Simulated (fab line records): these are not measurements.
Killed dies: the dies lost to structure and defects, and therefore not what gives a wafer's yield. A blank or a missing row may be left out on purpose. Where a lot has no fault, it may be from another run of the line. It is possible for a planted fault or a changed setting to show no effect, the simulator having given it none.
fab line records	flow sky130
record: lots: 12	wafers: 36	last_day: 50
route steps=708 shown FIELD_ISO@24 PWDE@55 VT_ADJUST_HVTP@89 PAD_OPEN@708
lots that met no fault: from a run of the same line without faults
start_h: hours from the record's opening day to when the first of the lot's shown wafers began	wait_h: hours elapsed since this lot's preceding step	" same as the row above	L1.1+2: a row that stands for several wafers	- no value, or no start given	* or withheld: withheld	< > ~ a bound
route shown NAME@n: a module of which the file shows steps, and the number in the route of the first	usual: average and standard deviation across the fault-free wafers	same: alike in all rows	chamber/n: place in a boat	sites: per-site readings	_std_site: how widely they spread, as a standard deviation	_edge_site: outer sites' mean less inner sites'	radius_mm: for every site, how far away it sits from the centre of the wafer	mask NAME#n: copy n	behind: the tool/chamber that last shaped the wafer	hold: what put the lot on hold/how long, in hours/how the hold closed	device: whichever transistor did not switch (one of n, p or np)	end of line: tests run on the same wafers once the route is complete	a step with no rows: only its recipe	killed: at the first sort, the dies lost to defects and structure; wafer yield is something else	map: dies across one wafer; x = killed, . = not, _ = none there
set.NAME: the run value of the setting; set.NAME@STEP: its run value at that earlier step	model.NAME: the simulator's own value behind a step, which no gauge read
route steps across a sampled set of lots; one table per step, one row per wafer
services: when a tool's chamber went out of use (start_h, in hours from the record's first day, below 0 if earlier), for how many hours, and the reason
== steps ==
step: SKY_FIELD_ISO_THK_MEAS_23
recipe: reads: SiO2_of_FIELD_ISO_OXIDATION_22
usual: FIELD_ISO_OXIDATION_01_THK: 10.10/0.18
lot.wafer	tool	chamber	start_h	wait_h	FIELD_ISO_OXIDATION_01_THK[nm]
L848.1	film_metro-03	-	41.12	0.0	9.83
L848.5	"	-	"	"	9.85
L848.6	"	-	"	"	9.98
L850.3	film_metro-03	-	50.89	0.0	10.26
L850.4	"	-	"	"	9.99
L850.6	"	-	"	"	9.97
L852.2	film_metro-04	-	61.66	0.0	10.13
L852.5	"	-	"	"	9.89
L852.6	"	-	"	"	10.01
L854.2	film_metro-01	-	73.77	0.0	9.94
L854.4	"	-	"	"	9.86
L854.6	"	-	"	"	9.73
L855.2	film_metro-03	-	79.39	0.0	9.97
L855.4	"	-	"	"	9.69
L855.6	"	-	"	"	9.84
L856.2	film_metro-03	-	82.25	0.0	9.97
L856.4	"	-	"	"	9.93
L856.6	"	-	"	"	9.84
L864.1	film_metro-04	-	123.46	0.0	10.09
L864.3	"	-	"	"	10.13
L864.4	"	-	"	"	10.18
L865.4	film_metro-01	-	129.48	0.0	10.55
L865.5	"	-	"	"	10.37
L865.6	"	-	"	"	10.31
L866.2	film_metro-03	-	135.16	0.0	10.33
L866.4	"	-	"	"	10.10
L866.6	"	-	"	"	10.11
L867.3	film_metro-01	-	140.71	0.0	9.99
L867.4	"	-	"	"	9.97
L867.5	"	-	"	"	9.96
L868.4	film_metro-01	-	145.90	0.0	9.97
L868.5	"	-	"	"	10.20
L868.6	"	-	"	"	9.87
L869.3	film_metro-03	-	152.47	0.0	10.04
L869.4	"	-	"	"	10.27
L869.5	"	-	"	"	10.08
step: SKY_PWDE_TW_MEAS_10
usual: PWDE_TW: 369/3.2
lot.wafer	tool	chamber	start_h	wait_h	PWDE_TW
L848.1	film_metro-04	-	77.38	0.1	370
L848.5	"	-	"	"	369
L848.6	"	-	"	"	371
L850.3	film_metro-01	-	91.60	0.1	372
L850.4	"	-	"	"	373
L850.6	"	-	"	"	373
L852.2	film_metro-04	-	99.34	0.1	367
L852.5	"	-	"	"	368
L852.6	"	-	"	"	370
L854.2	film_metro-01	-	115.94	0.1	371
L854.4	"	-	"	"	375
L854.6	"	-	"	"	370
L855.2	film_metro-01	-	120.39	0.1	370
L855.4	"	-	"	"	372
L855.6	"	-	"	"	374
L856.2	film_metro-01	-	124.47	0.1	371
L856.4	"	-	"	"	373
L856.6	"	-	"	"	373
L864.1	film_metro-02	-	166.96	0.1	364
L864.3	"	-	"	"	364
L864.4	"	-	"	"	367
L865.4	film_metro-04	-	173.86	0.1	369
L865.5	"	-	"	"	369
L865.6	"	-	"	"	369
L866.2	film_metro-01	-	179.94	0.1	373
L866.4	"	-	"	"	378
L866.6	"	-	"	"	375
L867.3	film_metro-02	-	186.70	0.1	368
L867.4	"	-	"	"	366
L867.5	"	-	"	"	368
L868.4	film_metro-01	-	189.94	0.1	374
L868.5	"	-	"	"	375
L868.6	"	-	"	"	374
L869.3	film_metro-02	-	199.58	0.1	366
L869.4	"	-	"	"	366
L869.5	"	-	"	"	366
step: SKY_VT_ADJUST_HVTP_EXPOSE_04
recipe: mask_id: HVTPM	na: 0.6	source_shape: conventional	sigma_outer: 0.6	polarization: unpolarized	target_cd_nm: 380	dose_mj: 140
lot.wafer	tool	chamber	start_h	wait_h	mask
L848.1+5+6	iline_stepper-02	0	122.35	-	HVTPM#0
L850.3+4+6	iline_stepper-01	0	137.38	-	HVTPM#0
L852.2+5+6	iline_stepper-02	0	147.61	-	HVTPM#0
L854.2+4+6	iline_stepper-02	0	166.09	-	NWM_COMPLEMENT#0
L855.2+4+6	iline_stepper-01	0	171.12	-	HVTPM#0
L856.2+4+6	iline_stepper-01	0	174.46	-	HVTPM#0
L864.1+3+4	iline_stepper-01	0	221.21	-	HVTPM#0
L865.4+5+6	iline_stepper-02	0	228.41	-	HVTPM#0
L866.2+4+6	iline_stepper-02	0	235.06	-	HVTPM#0
L867.3+4+5	iline_stepper-02	0	242.73	-	HVTPM#0
L868.4+5+6	iline_stepper-02	0	246.87	-	HVTPM#0
L869.3+4+5	iline_stepper-01	0	255.79	-	HVTPM#0
step: SKY_VT_ADJUST_HVTP_CD_MEAS_07
recipe: target_cd_nm: 380
usual: cd_nm: 380/3.4
lot.wafer	tool	chamber	start_h	wait_h	cd_nm
L848.1	cd_sem-01	-	131.79	0.1	384
L848.5	"	-	"	"	381
L848.6	"	-	"	"	382
L850.3	cd_sem-01	-	147.15	0.1	380
L850.4	"	-	"	"	379
L850.6	"	-	"	"	383
L852.2	cd_sem-01	-	157.65	0.1	383
L852.5	"	-	"	"	384
L852.6	"	-	"	"	384
L854.2	cd_sem-02	-	175.95	0.1	-
L854.4	"	-	"	"	-
L854.6	"	-	"	"	-
L855.2	cd_sem-02	-	181.25	0.1	369
L855.4	"	-	"	"	372
L855.6	"	-	"	"	372
L856.2	cd_sem-01	-	183.85	0.1	382
L856.4	"	-	"	"	379
L856.6	"	-	"	"	380
L864.1	cd_sem-02	-	231.69	0.1	379
L864.3	"	-	"	"	380
L864.4	"	-	"	"	378
L865.4	cd_sem-02	-	239.09	0.1	378
L865.5	"	-	"	"	377
L865.6	"	-	"	"	374
L866.2	cd_sem-02	-	246.36	0.1	378
L866.4	"	-	"	"	378
L866.6	"	-	"	"	379
L867.3	cd_sem-01	-	253.65	0.1	383
L867.4	"	-	"	"	385
L867.5	"	-	"	"	384
L868.4	cd_sem-01	-	258.27	0.1	379
L868.5	"	-	"	"	381
L868.6	"	-	"	"	381
L869.3	cd_sem-01	-	268.28	0.1	376
L869.4	"	-	"	"	379
L869.5	"	-	"	"	375
step: SKY_VT_ADJUST_HVTP_STRIP_10
recipe: chemistry: O2/N2	power_w: 1400	pressure_mtorr: 1500	platen_temp_c: withheld	o2_flow_sccm: 3000	n2_flow_sccm: 300	overash_fraction: 0.5
usual: drypump_motor_current_A: 5.7/0.32	oes_product_au: 0.716/0.0042	strip_time_to_endpoint_s: 14.16/0.04
lot.wafer	tool	chamber	start_h	wait_h	drypump_motor_current_A	oes_product_au	rf_hours_counter_h	strip_time_to_endpoint_s
L848.1	plasma_asher-03	1	132.10	0.1	6.0	0.712	44	14.17
L848.5	"	1	"	"	6.0	0.725	-	14.20
L848.6	"	0	"	"	5.5	0.715	-	14.16
L850.3	plasma_asher-03	1	147.45	0.1	6.1	0.720	-	14.13
L850.4	"	0	"	"	5.6	0.712	-	14.15
L850.6	"	1	"	"	6.0	0.714	-	14.12
L852.2	plasma_asher-03	1	157.93	0.1	6.1	0.714	47	14.16
L852.5	"	0	"	"	5.6	0.715	-	14.14
L852.6	"	1	"	"	6.1	0.707	-	14.19
L854.2	plasma_asher-01	0	176.23	0.1	5.8	0.719	34	14.11
L854.4	"	0	"	"	5.8	0.708	-	14.10
L854.6	"	1	"	"	5.1	0.710	-	14.09
L855.2	plasma_asher-03	1	181.53	0.1	6.0	0.711	50	14.17
L855.4	"	1	"	"	6.0	0.718	-	14.20
L855.6	"	0	"	"	5.5	0.721	-	14.17
L856.2	plasma_asher-02	0	184.13	0.1	5.5	0.713	6	14.12
L856.4	"	0	"	"	5.5	0.719	-	14.17
L856.6	"	1	"	"	6.1	0.709	-	14.13
L864.1	plasma_asher-01	0	232.00	0.1	5.8	0.712	40	14.20
L864.3	"	1	"	"	5.1	0.716	-	14.22
L864.4	"	0	"	"	5.8	0.717	-	14.18
L865.4	plasma_asher-02	1	239.37	0.1	6.2	0.713	-	14.12
L865.5	"	0	"	"	5.5	0.712	-	14.15
L865.6	"	1	"	"	6.1	0.711	-	14.14
L866.2	plasma_asher-01	0	246.65	0.1	5.8	0.723	41	14.17
L866.4	"	0	"	"	5.8	0.719	-	14.12
L866.6	"	1	"	"	5.2	0.712	-	14.11
L867.3	plasma_asher-02	0	253.95	0.1	5.5	0.723	-	14.13
L867.4	"	1	"	"	6.1	0.721	-	14.17
L867.5	"	0	"	"	5.5	0.716	-	14.14
L868.4	plasma_asher-02	0	258.55	0.1	5.5	0.718	-	14.24
L868.5	"	1	"	"	6.2	0.717	-	14.19
L868.6	"	0	"	"	5.5	0.716	-	14.22
L869.3	plasma_asher-02	1	268.58	0.1	6.2	0.716	-	14.26
L869.4	"	0	"	"	5.5	0.716	-	14.22
L869.5	"	0	"	"	5.5	0.715	-	14.21
step: SKY_VT_ADJUST_HVTP_TW_MEAS_11
usual: VT_ADJUST_HVTP_TW: 1346/14
lot.wafer	tool	chamber	start_h	wait_h	hold	VT_ADJUST_HVTP_TW
L848.1	film_metro-03	-	132.20	0.1	-	1362
L848.5	"	-	"	"	-	1358
L848.6	"	-	"	"	-	1353
L850.3	film_metro-01	-	147.54	0.1	-	1357
L850.4	"	-	"	"	-	1355
L850.6	"	-	"	"	-	1359
L852.2	film_metro-03	-	158.04	0.1	-	1362
L852.5	"	-	"	"	-	1366
L852.6	"	-	"	"	-	1364
L854.2	film_metro-02	-	176.34	0.1	await_dispo/0.2h/release	29
L854.4	"	-	"	"	await_dispo/0.2h/release	29
L854.6	"	-	"	"	await_dispo/0.2h/release	29
L854.2	film_metro-02	-	176.57	0.2	-	29
L854.4	"	-	"	"	-	29
L854.6	"	-	"	"	-	29
L855.2	film_metro-01	-	181.64	0.1	-	1355
L855.4	"	-	"	"	-	1349
L855.6	"	-	"	"	-	1356
L856.2	film_metro-02	-	184.24	0.1	-	1327
L856.4	"	-	"	"	-	1332
L856.6	"	-	"	"	-	1328
L864.1	film_metro-01	-	232.10	0.1	-	1348
L864.3	"	-	"	"	-	1347
L864.4	"	-	"	"	-	1349
L865.4	film_metro-01	-	239.47	0.1	-	1356
L865.5	"	-	"	"	-	1348
L865.6	"	-	"	"	-	1351
L866.2	film_metro-01	-	246.76	0.1	-	1347
L866.4	"	-	"	"	-	1358
L866.6	"	-	"	"	-	1348
L867.3	film_metro-02	-	254.04	0.1	-	1333
L867.4	"	-	"	"	-	1333
L867.5	"	-	"	"	-	1337
L868.4	film_metro-02	-	258.65	0.1	-	1345
L868.5	"	-	"	"	-	1334
L868.6	"	-	"	"	-	1338
L869.3	film_metro-03	-	268.67	0.1	-	1363
L869.4	"	-	"	"	-	1355
L869.5	"	-	"	"	-	1355
step: SKY_PAD_OPEN_PROBE_99
usual: defect_limited_yield: 82.3/2	killed_at_M0_to_M3: 43/6.7	killed_at_M4_up: 3.0/1.9	killed_at_contacts: 25/5.4	killed_at_front_end: 16/4.5	killed_at_other: 0.4/0.62	killed_dies: 87/9.6	killed_open: 47/7	killed_short: 39/6.1	sort_bin_3_pad_short: 0.9/0.43	sort_bin_5_function: 10.4/1.6	sort_bin_6_memory: 6.3/0.99	sort_n_pass: 405/9.6	sort_yield_pct: 82.3/2
same: gross_dies: 492	killed_at_back_side: 0	sort_bin_4_leakage[%]: 0	sort_bin_8_speed[%]: 0
lot.wafer	tool	chamber	start_h	wait_h	defect_limited_yield[%]	killed_at_M0_to_M3	killed_at_M4_up	killed_at_contacts	killed_at_front_end	killed_at_other	killed_dies	killed_open	killed_short	sort_bin_3_pad_short[%]	sort_bin_5_function[%]	sort_bin_6_memory[%]	sort_n_pass	sort_yield_pct[%]
L848.1	prober-01	-	1082.09	0.1	81.5	41	1	28	21	0	91	50	41	0.8	11.2	6.5	401	81.5
L848.5	prober-01	-	1082.29	0.2	81.7	42	6	29	13	0	90	52	38	0.6	10.6	7.1	402	81.7
L848.6	prober-01	-	1082.34	0.2	80.7	44	3	30	18	0	95	48	47	1.0	13.0	5.3	397	80.7
L850.3	prober-01	-	1094.56	0.2	81.9	43	3	24	18	1	89	49	40	0.8	11.6	5.7	403	81.9
L850.4	prober-01	-	1094.61	0.2	81.3	41	3	21	26	1	92	48	44	1.0	10.4	7.3	400	81.3
L850.6	prober-01	-	1094.71	0.2	79.3	48	5	27	22	0	102	52	50	1.4	12.8	6.5	390	79.3
L852.2	prober-01	-	1107.41	0.1	78.9	56	4	29	14	1	104	59	45	0.8	14.6	5.7	388	78.9
L852.5	prober-01	-	1107.56	0.2	81.1	49	2	26	16	0	93	48	45	1.8	10.4	6.7	399	81.1
L852.6	prober-01	-	1107.61	0.2	79.3	49	1	29	23	0	102	51	51	1.4	12.8	6.5	390	79.3
L855.2	prober-02	-	1131.46	0.1	81.1	39	4	34	13	3	93	48	43	1.6	10.4	6.9	399	81.1
L855.4	prober-02	-	1131.56	0.2	83.1	42	2	25	12	2	83	56	24	0.6	11.8	4.5	409	83.1
L855.6	prober-02	-	1131.66	0.2	82.5	39	1	29	16	1	86	47	36	1.2	10.6	5.7	406	82.5
L856.2	prober-01	-	1135.74	0.1	82.7	47	0	17	20	1	85	46	37	0.6	9.8	6.9	407	82.7
L856.4	prober-01	-	1135.84	0.2	85.6	41	5	12	13	0	71	39	32	1.2	9.1	4.1	421	85.6
L856.6	prober-01	-	1135.94	0.2	81.9	43	4	29	13	0	89	43	46	0.6	9.8	7.7	403	81.9
L864.1	prober-01	-	1173.81	0.1	81.3	49	1	24	18	0	92	52	40	1.8	11.0	5.9	400	81.3
L864.3	prober-01	-	1173.91	0.2	82.1	45	2	23	18	0	88	43	45	0.6	10.8	6.5	404	82.1
L864.4	prober-01	-	1173.96	0.2	82.7	42	1	19	23	0	85	50	35	0.6	9.8	6.9	407	82.7
L866.2	prober-02	-	1187.39	0.1	81.7	45	3	29	12	1	90	50	37	1.0	11.0	6.3	402	81.7
L866.4	prober-02	-	1187.49	0.2	83.7	37	2	29	11	1	80	38	41	0.8	8.5	6.9	412	83.7
L866.6	prober-02	-	1187.59	0.2	85.6	36	4	22	8	1	71	42	28	0.4	8.7	5.3	421	85.6
L865.4	prober-01	-	1189.76	0.2	83.5	41	3	25	12	0	81	44	37	0.4	8.3	7.7	411	83.5
L865.5	prober-01	-	1189.81	0.2	85.0	34	1	17	22	0	74	49	25	0.6	8.9	5.5	418	85.0
L865.6	prober-01	-	1189.86	0.2	83.3	43	0	27	12	0	82	46	36	0	10.4	6.3	410	83.3
L867.3	prober-02	-	1191.21	0.2	80.3	43	3	31	19	1	97	54	42	1.0	11.6	7.1	395	80.3
L867.4	prober-02	-	1191.26	0.2	81.5	47	3	22	19	0	91	44	47	0.6	10.6	7.3	401	81.5
L867.5	prober-02	-	1191.31	0.2	86.4	29	3	21	14	0	67	33	34	0.6	8.5	4.5	425	86.4
L868.4	prober-01	-	1194.19	0.2	83.3	39	2	32	9	0	82	44	38	0.8	10.4	5.5	410	83.3
L868.5	prober-01	-	1194.24	0.2	81.9	46	4	19	20	0	89	43	45	1.4	8.3	8.3	403	81.9
L868.6	prober-01	-	1194.29	0.2	86.4	37	1	18	11	0	67	43	24	0.8	7.5	5.3	425	86.4
L869.3	prober-02	-	1196.49	0.2	89.0	31	4	11	7	1	54	26	28	0	7.1	3.9	438	89.0
L869.4	prober-02	-	1196.54	0.2	84.6	33	2	31	10	0	76	42	34	0.2	10.6	4.7	416	84.6
L869.5	prober-02	-	1196.59	0.2	83.1	39	4	26	14	0	83	47	36	1.2	9.6	6.1	409	83.1
killed by level:class
L848.1 CONTACT:geometric_particle:open=9 VIA1:geometric_particle:open=8 FIELD_ISO:geometric_particle:open=7 LI_CONTACT:geometric_particle:open=7 METAL1:geometric_particle:short=7 FIELD_ISO:geometric_particle:short=6 CONTACT:geometric_particle:short=6 METAL2:geometric_particle:short=5
L848.5 LI_CONTACT:geometric_particle:open=10 CONTACT:geometric_particle:open=10 VIA1:geometric_particle:open=9 VIA3:geometric_particle:open=8 METAL4:geometric_particle:short=6 FIELD_ISO:geometric_particle:short=5 POLY_GATE:geometric_particle:open=5 CONTACT:geometric_particle:short=5
L848.6 VIA2:geometric_particle:open=14 LI_CONTACT:geometric_particle:open=11 CONTACT:geometric_particle:short=9 VIA1:geometric_particle:open=9 FIELD_ISO:geometric_particle:short=6 METAL2:geometric_particle:short=6 POLY_GATE:geometric_particle:short=5 CONTACT:geometric_particle:open=5
L850.3 CONTACT:geometric_particle:open=10 VIA2:geometric_particle:open=10 FIELD_ISO:geometric_particle:short=8 LI_CONTACT:geometric_particle:open=7 VIA1:geometric_particle:short=6 VIA3:geometric_particle:open=6 VIA2:geometric_particle:short=5 POLY_GATE:geometric_particle:open=4
L850.4 FIELD_ISO:geometric_particle:open=8 FIELD_ISO:geometric_particle:short=8 CONTACT:geometric_particle:open=7 VIA1:geometric_particle:open=7 LI_CONTACT:geometric_particle:open=6 VIA1:geometric_particle:short=5 CONTACT:geometric_particle:short=5 METAL2:geometric_particle:short=5
L850.6 VIA3:geometric_particle:open=9 CONTACT:geometric_particle:open=9 VIA1:geometric_particle:open=9 METAL1:geometric_particle:short=8 FIELD_ISO:geometric_particle:short=7 VIA2:geometric_particle:open=7 FIELD_ISO:geometric_particle:open=6 LOCAL_INTERCONNECT:geometric_particle:short=6
L852.2 LI_CONTACT:geometric_particle:open=11 CONTACT:geometric_particle:open=11 METAL2:geometric_particle:short=10 VIA3:geometric_particle:open=10 VIA2:geometric_particle:open=8 VIA3:geometric_particle:short=6 VIA1:geometric_particle:open=5 VIA1:geometric_particle:short=5
L852.5 VIA1:geometric_particle:open=12 LI_CONTACT:geometric_particle:open=9 LOCAL_INTERCONNECT:geometric_particle:short=8 METAL2:geometric_particle:short=8 FIELD_ISO:geometric_particle:short=6 VIA3:geometric_particle:open=6 VIA2:geometric_particle:open=5 CONTACT:geometric_particle:open=5
L852.6 FIELD_ISO:geometric_particle:short=9 CONTACT:geometric_particle:open=9 VIA1:geometric_particle:open=9 METAL2:geometric_particle:short=8 VIA3:geometric_particle:open=8 FIELD_ISO:geometric_particle:open=7 CONTACT:geometric_particle:short=7 LI_CONTACT:geometric_particle:open=6
L855.2 VIA1:geometric_particle:open=10 CONTACT:geometric_particle:open=9 VIA3:geometric_particle:open=9 LI_CONTACT:geometric_particle:short=8 LI_CONTACT:geometric_particle:open=8 FIELD_ISO:geometric_particle:short=6 METAL1:geometric_particle:short=6 LOCAL_INTERCONNECT:geometric_particle:short=5
L855.4 VIA3:geometric_particle:open=10 CONTACT:geometric_particle:open=10 VIA1:geometric_particle:open=10 LI_CONTACT:geometric_particle:open=8 VIA2:geometric_particle:open=7 METAL1:geometric_particle:short=4 VIA3:geometric_particle:short=4 POLY_GATE:geometric_particle:open=3
L855.6 VIA1:geometric_particle:open=10 LI_CONTACT:geometric_particle:open=10 VIA1:geometric_particle:short=7 LOCAL_INTERCONNECT:geometric_particle:short=6 VIA3:geometric_particle:open=6 CONTACT:geometric_particle:open=6 FIELD_ISO:geometric_particle:short=5 CONTACT:geometric_particle:short=5
L856.2 VIA1:geometric_particle:open=16 CONTACT:geometric_particle:open=8 VIA1:geometric_particle:short=8 POLY_GATE:geometric_particle:open=5 VIA3:geometric_particle:open=5 FIELD_ISO:geometric_particle:open=4 VIA2:geometric_particle:open=4 POLY_GATE:geometric_particle:short=4
L856.4 VIA1:geometric_particle:open=11 METAL1:geometric_particle:short=8 VIA3:geometric_particle:open=6 METAL2:geometric_particle:short=5 FIELD_ISO:geometric_particle:short=4 LI_CONTACT:geometric_particle:open=4 CONTACT:geometric_particle:short=4 VIA2:geometric_particle:open=4
L856.6 METAL1:geometric_particle:short=10 VIA1:geometric_particle:open=10 CONTACT:geometric_particle:open=9 LI_CONTACT:geometric_particle:open=6 CONTACT:geometric_particle:short=5 VIA1:geometric_particle:short=5 VIA2:geometric_particle:open=5 POLY_GATE:geometric_particle:short=4
L864.1 VIA2:geometric_particle:open=11 CONTACT:geometric_particle:open=9 VIA1:geometric_particle:open=9 METAL2:geometric_particle:short=7 METAL3:geometric_particle:short=6 LI_CONTACT:geometric_particle:open=6 FIELD_ISO:geometric_particle:short=5 FIELD_ISO:geometric_particle:open=4
L864.3 LI_CONTACT:geometric_particle:open=7 VIA1:geometric_particle:open=7 FIELD_ISO:geometric_particle:open=6 CONTACT:geometric_particle:open=6 METAL2:geometric_particle:short=6 METAL3:geometric_particle:short=6 VIA3:geometric_particle:open=6 FIELD_ISO:geometric_particle:short=5
L864.4 CONTACT:geometric_particle:open=10 METAL2:geometric_particle:short=9 FIELD_ISO:geometric_particle:short=7 POLY_GATE:geometric_particle:open=7 VIA1:geometric_particle:open=7 VIA3:geometric_particle:open=7 FIELD_ISO:geometric_particle:open=5 LI_CONTACT:geometric_particle:open=5
L866.2 VIA2:geometric_particle:open=12 CONTACT:geometric_particle:open=10 VIA1:geometric_particle:short=8 LI_CONTACT:geometric_particle:open=8 VIA1:geometric_particle:open=8 VIA3:geometric_particle:short=5 POLY_GATE:geometric_particle:open=4 LOCAL_INTERCONNECT:geometric_particle:short=4
L866.4 VIA1:geometric_particle:open=10 CONTACT:geometric_particle:open=9 LI_CONTACT:geometric_particle:open=7 METAL1:geometric_particle:short=7 FIELD_ISO:geometric_particle:short=5 LOCAL_INTERCONNECT:geometric_particle:short=5 CONTACT:geometric_particle:short=4 VIA1:geometric_particle:short=4
L866.6 VIA1:geometric_particle:open=12 CONTACT:geometric_particle:open=10 CONTACT:geometric_particle:short=5 VIA1:geometric_particle:short=5 METAL3:geometric_particle:short=5 LI_CONTACT:geometric_particle:open=4 VIA2:geometric_particle:open=4 FIELD_ISO:geometric_particle:open=3
L865.4 VIA1:geometric_particle:open=16 CONTACT:geometric_particle:open=8 METAL2:geometric_particle:short=6 LI_CONTACT:geometric_particle:open=5 LOCAL_INTERCONNECT:geometric_particle:short=5 POLY_GATE:geometric_particle:short=4 VIA1:geometric_particle:short=4 METAL1:geometric_particle:short=4
L865.5 VIA3:geometric_particle:open=11 FIELD_ISO:geometric_particle:open=7 POLY_GATE:geometric_particle:open=7 LI_CONTACT:geometric_particle:open=6 VIA1:geometric_particle:open=6 CONTACT:geometric_particle:short=4 FIELD_ISO:geometric_particle:short=3 VIA3:geometric_particle:short=3
L865.6 VIA2:geometric_particle:open=9 LI_CONTACT:geometric_particle:open=9 CONTACT:geometric_particle:open=9 VIA1:geometric_particle:open=9 POLY_GATE:geometric_particle:short=5 CONTACT:geometric_particle:short=5 METAL2:geometric_particle:short=5 FIELD_ISO:geometric_particle:short=4
L867.3 CONTACT:geometric_particle:open=15 VIA1:geometric_particle:open=10 POLY_GATE:geometric_particle:short=7 VIA2:geometric_particle:open=7 CONTACT:geometric_particle:short=6 METAL2:geometric_particle:short=6 POLY_GATE:geometric_particle:open=5 LI_CONTACT:geometric_particle:open=4
L867.4 CONTACT:geometric_particle:open=9 FIELD_ISO:geometric_particle:open=7 VIA1:geometric_particle:open=7 VIA3:geometric_particle:open=7 METAL1:geometric_particle:short=6 VIA1:geometric_particle:short=6 VIA2:geometric_particle:open=6 LOCAL_INTERCONNECT:geometric_particle:short=5
L867.5 CONTACT:geometric_particle:short=7 VIA1:geometric_particle:open=6 METAL1:geometric_particle:short=5 POLY_GATE:geometric_particle:short=4 LI_CONTACT:geometric_particle:open=4 LOCAL_INTERCONNECT:geometric_particle:short=4 CONTACT:geometric_particle:open=4 FIELD_ISO:geometric_particle:short=3
L868.4 CONTACT:geometric_particle:open=14 LI_CONTACT:geometric_particle:open=9 VIA1:geometric_particle:open=6 VIA1:geometric_particle:short=6 VIA2:geometric_particle:open=6 METAL1:geometric_particle:short=5 LI_CONTACT:geometric_particle:short=4 CONTACT:geometric_particle:short=4
L868.5 VIA2:geometric_particle:open=10 METAL1:geometric_particle:short=8 FIELD_ISO:geometric_particle:short=6 LI_CONTACT:geometric_particle:open=6 VIA1:geometric_particle:open=6 POLY_GATE:geometric_particle:open=5 CONTACT:geometric_particle:open=5 METAL2:geometric_particle:short=5
L868.6 VIA1:geometric_particle:open=13 LI_CONTACT:geometric_particle:open=5 CONTACT:geometric_particle:short=4 CONTACT:geometric_particle:open=4 VIA2:geometric_particle:open=4 VIA3:geometric_particle:open=4 FIELD_ISO:geometric_particle:open=3 POLY_GATE:geometric_particle:open=3
L869.3 VIA1:geometric_particle:open=5 CONTACT:geometric_particle:open=5 VIA2:geometric_particle:open=5 METAL4:geometric_particle:short=4 METAL1:geometric_particle:short=4 METAL2:geometric_particle:short=4 VIA3:geometric_particle:open=4 POLY_GATE:geometric_particle:short=3
L869.4 CONTACT:geometric_particle:open=10 LI_CONTACT:geometric_particle:open=8 VIA1:geometric_particle:open=7 VIA2:geometric_particle:open=5 METAL2:geometric_particle:short=5 LI_CONTACT:geometric_particle:short=4 CONTACT:geometric_particle:short=4 LOCAL_INTERCONNECT:geometric_particle:short=3
L869.5 LI_CONTACT:geometric_particle:open=10 VIA3:geometric_particle:open=7 VIA1:geometric_particle:open=6 VIA1:geometric_particle:short=6 VIA2:geometric_particle:open=5 CONTACT:geometric_particle:open=5 FIELD_ISO:geometric_particle:open=4 LOCAL_INTERCONNECT:geometric_particle:short=4
== services ==
tool	chamber	start_h	hours	kind
plasma_asher-02	-	108.75	9.0	pm
plasma_asher-02	0	108.75	9.0	vent_cycle
plasma_asher-02	1	108.75	9.0	vent_cycle
plasma_asher-02	0	117.75	-	clean
plasma_asher-02	1	117.75	-	clean
plasma_asher-03	-	122.20	0.8	repair
plasma_asher-01	-	133.71	17.2	pm
iline_stepper-01	-	142.55	1.7	pm
iline_stepper-02	-	155.10	2.3	repair
iline_stepper-02	-	158.07	0.5	repair
plasma_asher-02	-	158.44	6.1	repair
plasma_asher-02	-	159.31	2.5	repair
plasma_asher-02	-	203.66	2.8	pm
iline_stepper-02	-	257.03	8.9	pm
plasma_asher-01	-	267.82	7.5	repair
== key ==
first_sign: step: SKY_VT_ADJUST_HVTP_EXPOSE_04	reading: mask	direction: changed
effect: step: SKY_VT_ADJUST_HVTP_CD_MEAS_07	reading: cd_nm	direction: missing
effect: step: SKY_VT_ADJUST_HVTP_TW_MEAS_11	reading: visit	direction: added
effect: step: SKY_VT_ADJUST_HVTP_TW_MEAS_11	reading: VT_ADJUST_HVTP_TW	direction: down	sigmas: 93	usual: 1346	struck: 29
met_at SKY_VT_ADJUST_HVTP_EXPOSE_04
struck_lots L854
scrapped_behind SKY_VT_ADJUST_HVTP_TW_MEAS_11 L854.2,L854.4,L854.6
not_acting_at SKY_FIELD_ISO_THK_MEAS_23,SKY_PWDE_TW_MEAS_10,SKY_VT_ADJUST_HVTP_STRIP_10
onset_between 147.61 166.09
fault: kind: wrong_mask	tool: any	chamber: -	onset_h: 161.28	steps: SKY_VT_ADJUST_HVTP_EXPOSE_04	aux_copy: NWM_COMPLEMENT#0	scope: struck_lots_only
